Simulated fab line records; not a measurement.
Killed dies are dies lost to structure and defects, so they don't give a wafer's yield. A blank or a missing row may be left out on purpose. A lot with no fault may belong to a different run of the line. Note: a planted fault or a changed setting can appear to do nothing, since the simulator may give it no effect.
Which tool was responsible? | flow sky130 | Sampling: 7 lots, 21 wafers, 2 of 708 route steps

## WHAT THE GAUGES SHOWED, per wafer
SKY_VIA3_THK_MEAS_01.
lot  | measured     | on           | VIA3_HDPCVD_THK (nm)
L964 | day 40 10:35 | filmMetro-03 | 1629 1637 1629
L966 | day 41 08:32 | filmMetro-01 | 1666 1664 1632
L970 | day 42 14:46 | filmMetro-03 | 1621 1635 1680
L974 | day 43 17:59 | filmMetro-01 | 1618 1623 1649
L977 | day 44 06:58 | filmMetro-04 | 1620 1620 1663
L980 | day 45 02:30 | filmMetro-04 | 1614 1576 1649
L982 | day 45 07:33 | filmMetro-01 | 1604 1621 1617

## WHAT TOOL EACH LOT RAN ON (gives the tool, then ch and the chambers of the sampled wafers, and finally the start)
lot  | SKY_CAPM_STRIP_14
L964 | plasmaAsher-04 ch 0,1, day 39 07:38
L966 | plasmaAsher-04 ch 0,1, day 40 06:57
L970 | plasmaAsher-04 ch 0,1, day 41 12:58
L974 | plasmaAsher-04 ch 0,1, day 42 16:03
L977 | plasmaAsher-02 ch 0,1, day 43 05:42
L980 | plasmaAsher-04 ch 0,1, day 44 02:31
L982 | plasmaAsher-02 ch 0,1, day 44 06:57
- SKY_CAPM_STRIP_14: strips in O2/N2.

## THE ANSWER, worked out from the rows above alone
Rule: what is usual is taken from the lots themselves. The widest of any qualifying gaps counts: lots, ordered by their means at a reading, are off when they make up no more than a third of the lots, leave a main group of 4 or more, and stand apart from it by 3 or more times the standard deviation of that group's means. The tables above print the reading to a certain number of digits; a main group whose means all agree to those digits is not used. A lot without any number at a reading at which 4 lots or more have one is off too. All remaining lots with rows at the step are treated as sound.
None of the lots is off at any reading shown; this tells nothing.

## WHAT THE SIMULATOR HAD PUT IN
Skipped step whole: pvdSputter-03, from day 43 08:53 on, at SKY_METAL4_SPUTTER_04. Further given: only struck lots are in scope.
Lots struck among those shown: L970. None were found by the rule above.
